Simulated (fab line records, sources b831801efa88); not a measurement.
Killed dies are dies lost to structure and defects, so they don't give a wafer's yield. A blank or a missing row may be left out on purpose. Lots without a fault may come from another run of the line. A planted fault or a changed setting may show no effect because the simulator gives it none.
A struck lot beside a sound one | flow sfq_line | 42 steps out of a route of 325
Sound: wafers L968.2, L968.4, L968.6. Struck: wafers L974.2, L974.3, L974.4. The cause comes at the end.
At each step with rows: each side's tool, then ch and its chambers, then its first start. Under that, the readings that differ: sound wafers | struck wafers | difference of the means | sigmas: that difference in standard deviations of wafers without a fault.
alike: readings whose means differ by less than 2 such deviations, and words and numbers that are the same on both sides. not compared: withheld readings, readings that some wafer has no value for, bounds like >300 that may hide the same value, and numbers for which the record gives no deviation and whose values overlap.
The two part at a step that has a row with sigmas, a row that says differs or no value, or rows on one side only. Numbers that don't overlap but have no deviation are shown without sigmas and don't part them. A reading that every wafer of one side lacks parts them only if that side has two wafers or more.

first, 6 steps without rows for these wafers: SFQ_TRILAYER_I0_VIA_LITHO_COAT_036 (resist thk 62 nm); SFQ_TRILAYER_I0_VIA_LITHO_COAT_031 (resist thk 650 nm); SFQ_TRILAYER_I0_VIA_LITHO_SOFTBAKE_035; SFQ_TRILAYER_I0_VIA_LITHO_EXPOSE_032 (exposes mask I0, target cd 500 nm); SFQ_TRILAYER_I0_VIA_LITHO_PEB_034 (peb time 60 s); SFQ_TRILAYER_I0_VIA_LITHO_DEVELOP_033 (time 60 s).
SFQ_I0_OVL_MEAS_908:
  sound on overlay-01, day 23 00:27; struck on overlay-02, day 25 06:50
  alike: I0_OVL
SFQ_TRILAYER_I0_VIA_BARC_OPEN_VIA_ETCH_046: etches BARC in O2, target depth 125 nm, time 41.7 s.
  sound on rie_diel-04 ch 0,2, day 23 00:29; struck on rie_diel-04 ch 0,1,3, day 25 06:52
  alike: drypump_motor_current_A, oes_product_au
  not compared: rf_hours_counter_h
then, 1 step without rows for these wafers: SFQ_TRILAYER_I0_VIA_ETCH_VIA_ETCH_034 (etches SiO2 in CHF3, stops on Nb, target depth 260 nm).
SFQ_TRILAYER_I0_VIA_STRIP_STRIP_035: strips in O2.
  sound on rie_metal-01 ch 0, day 23 00:38; struck on rie_metal-02 ch 0, day 25 07:13
  alike: drypump_motor_current_A, oes_product_au
  not compared: rf_hours_counter_h
then, 2 steps without rows for these wafers: SFQ_TRILAYER_I0_VIA_STRIP_SOLV_CLEAN_036 (cleans in NMP, time 600 s); SFQ_TRILAYER_M1_DEP_PRE_CLEAN_038 (time 22.5 s).
SFQ_TRILAYER_M1_DEP_SPUTTER_037: material Nb, target thk 200 nm, time 133.3 s.
  sound on pvd_sputter-04, day 23 01:49; struck on pvd_sputter-04, day 25 08:25
  reading                                             | sound                | struck               | difference | sigmas
  cathode_dc_power_W (W)                              | 2000.4 2000.6 2000.2 | 2519.6 2519.6 2519.1 | +519.0     | +99 or more
  resputter_cathode_voltage_v (V)                     | 396 400 396          | 406 407 406          | +9         | +2
  model.Nb_of_TRILAYER_M1_DEP_SPUTTER_037.thk_nm (nm) | 201.7 198.2 200.4    | 252.6 252.1 249      | +51.1      |
  alike: throttle_valve_pct
SFQ_M1_RS_MEAS_909: measures by four-point-probe.
  sound on film_metro-04, day 23 01:56; struck on film_metro-01, day 25 08:32
  reading           | sound             | struck            | difference | sigmas
  M1_NB_RS (ohm/sq) | 0.882 0.897 0.887 | 0.702 0.705 0.714 | -0.182     | -19
then, 6 steps without rows for these wafers: SFQ_TRILAYER_M1_LITHO_COAT_044 (resist thk 62 nm); SFQ_TRILAYER_M1_LITHO_COAT_039 (resist thk 600 nm); SFQ_TRILAYER_M1_LITHO_SOFTBAKE_043; SFQ_TRILAYER_M1_LITHO_EXPOSE_040 (exposes mask M1, target cd 500 nm); SFQ_TRILAYER_M1_LITHO_PEB_042 (peb time 60 s); SFQ_TRILAYER_M1_LITHO_DEVELOP_041 (time 60 s).
-- the record jumps here: 7 days lie between the struck wafers' starts before and after --
SFQ_M1_OVL_MEAS_911:
  sound on overlay-01, day 29 17:22; struck on overlay-01, day 32 06:34
  alike: M1_OVL
SFQ_TRILAYER_M1_BARC_OPEN_METAL_ETCH_054: etches BARC in O2, target depth 125 nm, time 41.7 s.
  sound on rie_metal-02 ch 0, day 29 17:25; struck on rie_metal-04 ch 0,1, day 32 06:36
  alike: drypump_motor_current_A, oes_product_au
  not compared: rf_hours_counter_h
SFQ_TRILAYER_M1_ETCH_METAL_ETCH_042: etches Nb in Cl2/Ar, stops on SiO2, target depth 240 nm, time 120 s.
  sound on rie_metal-02 ch 0, day 29 17:34; struck on rie_metal-04 ch 0,1, day 32 06:40
  reading               | sound             | struck            | difference | sigmas
  oes_product_au (a.u.) | 0.900 0.888 0.900 | 1.011 1.007 1.003 | +0.111     | +15
  alike: drypump_motor_current_A
  not compared: rf_hours_counter_h
then, 3 steps without rows for these wafers: SFQ_TRILAYER_M1_STRIP_STRIP_043 (strips in O2); SFQ_TRILAYER_M1_STRIP_SOLV_CLEAN_044 (cleans in NMP, time 600 s); SFQ_TRILAYER_I1_DEP_PECVD_045 (deposits SiO2 from SiH4/N2O, time 111.11 s, target thk 500 nm).
SFQ_TRILAYER_I1_CMP_CMP_046: polishes SiO2.
  sound on cmp-01 ch 0,1,3, day 30 04:53; struck on cmp-02 ch 1,2,3, day 32 08:08
  alike: head_pressure_psi, motor_current_A, time_to_endpoint_s
SFQ_I1_BOW_MEAS_912:
  sound on film_metro-04, day 30 07:54; struck on film_metro-03, day 32 10:40
  alike: I1_BOW
then, 7 steps without rows for these wafers: SFQ_TRILAYER_I1_METRO_MEASURE_047; SFQ_TRILAYER_I1_VIA_LITHO_COAT_054 (resist thk 62 nm); SFQ_TRILAYER_I1_VIA_LITHO_COAT_049 (resist thk 650 nm); SFQ_TRILAYER_I1_VIA_LITHO_SOFTBAKE_053; SFQ_TRILAYER_I1_VIA_LITHO_EXPOSE_050 (exposes mask I1, target cd 500 nm); SFQ_TRILAYER_I1_VIA_LITHO_PEB_052 (peb time 60 s); SFQ_TRILAYER_I1_VIA_LITHO_DEVELOP_051 (time 60 s).
-- the record jumps here: 6 days lie between the struck wafers' starts before and after --
SFQ_I1_OVL_MEAS_913:
  sound on overlay-02, day 36 19:53; struck on overlay-02, day 38 15:05
  alike: I1_OVL
then, 2 steps without rows for these wafers: SFQ_TRILAYER_I1_VIA_BARC_OPEN_VIA_ETCH_071 (etches BARC in O2, target depth 125 nm, time 41.7 s); SFQ_TRILAYER_I1_VIA_ETCH_VIA_ETCH_052 (etches SiO2 in CHF3, stops on Nb, target depth 260 nm).
SFQ_TRILAYER_I1_VIA_STRIP_STRIP_053: strips in O2.
  sound on rie_metal-02 ch 1, day 36 20:17; struck on rie_metal-02 ch 0,1, day 38 15:17
  alike: drypump_motor_current_A, oes_product_au
  not compared: rf_hours_counter_h
then, 2 steps without rows for these wafers: SFQ_TRILAYER_I1_VIA_STRIP_SOLV_CLEAN_054 (cleans in NMP, time 600 s); SFQ_TRILAYER_M2_DEP_PRE_CLEAN_056 (time 22.5 s).
-- the record jumps here: 58 days lie between the struck wafers' starts before and after --
SFQ_M8_BOW_MEAS_951:
  sound on film_metro-01, day 95 15:08; struck on film_metro-03, day 97 02:36
  reading                       | sound                | struck               | difference | sigmas
  model.etest.m1.comb_log10_ohm | 12 12 12             | 0 0 0                | -12        |
  model.etest.m1.ohm_sq         | 0.8821 0.8976 0.8877 | 0.7041 0.7055 0.7145 | -0.1811    |
  alike: M8_BOW

WHERE THEY PART
First at SFQ_TRILAYER_M1_DEP_SPUTTER_037; last, within this record, at SFQ_TRILAYER_M1_ETCH_METAL_ETCH_042. Later steps at which nothing parts them and some readings are alike: SFQ_TRILAYER_I1_CMP_CMP_046, SFQ_I1_BOW_MEAS_912, SFQ_I1_OVL_MEAS_913, SFQ_TRILAYER_I1_VIA_STRIP_STRIP_053, SFQ_M8_BOW_MEAS_951.

WHY: what the simulator had put in
Process parameter drift: pvd_sputter-04, from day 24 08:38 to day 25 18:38, at SFQ_TRILAYER_M1_DEP_SPUTTER_037. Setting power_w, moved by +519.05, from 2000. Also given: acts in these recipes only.
